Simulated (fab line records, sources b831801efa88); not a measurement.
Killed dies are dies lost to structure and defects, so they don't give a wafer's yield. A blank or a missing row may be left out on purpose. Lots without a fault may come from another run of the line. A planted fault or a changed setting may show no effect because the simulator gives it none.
Chamber matching | flow gf180mcu | GF_V2_CVD_02 on pecvd-02: 3 sister chambers
The step deposits SiO2 from TEOS, target thk 850 nm, time 94.851 s. 6 wafers are shown with their chamber, then 12 later ones without.

WAFERS WITH THEIR CHAMBER
wafer  | chamber | heater_power_w (W)
L085.1 | 2       | 572
L085.2 | 1       | 663
L085.3 | 0       | 608
L085.4 | 1       | 687
L085.5 | 0       | 639
L085.6 | 2       | 601

WAFERS WITHOUT THEIR CHAMBER
wafer  | heater_power_w (W)
L088.2 | 543
L088.3 | 637
L088.4 | 715
L090.1 | 565
L090.2 | 619
L090.3 | 594
L092.1 | 619
L092.5 | 685
L092.6 | 469
L096.2 | 695
L096.4 | 583
L096.5 | 732

WHICH CHAMBER EACH WENT THROUGH
wafer  | from the rows above          | in truth
L088.2 | can't be placed: 2 or 0      | 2
L088.3 | can't be placed: 0 or 1 or 2 | 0
L088.4 | 1                            | 1
L090.1 | can't be placed: 2 or 0      | 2
L090.2 | can't be placed: 0 or 2      | 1
L090.3 | can't be placed: 2 or 0      | 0
L092.1 | can't be placed: 0 or 2      | 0
L092.5 | 1                            | 1
L092.6 | can't be placed: 2 or 0      | 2
L096.2 | 1                            | 1
L096.4 | can't be placed: 2 or 0      | 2
L096.5 | 1                            | 1
Placed correctly: 4 of 12. Can't be placed from these rows: 8 (the true chamber is among the candidates in 7). Placed wrongly: 0.
How it was worked out, from the rows above alone: a wafer's distance from a chamber is the root of the sum, over the readings, of the square of ((its reading less the chamber's mean) divided by the reading's scatter). The wafer belongs to the nearest chamber; if the next one is less than 2 further off, it can't be placed. A chamber's mean is the mean of its shown wafers. The scatter: the root of (the sum of the squares of (reading less its chamber's mean) over the shown wafers, divided by (wafers less chambers)).
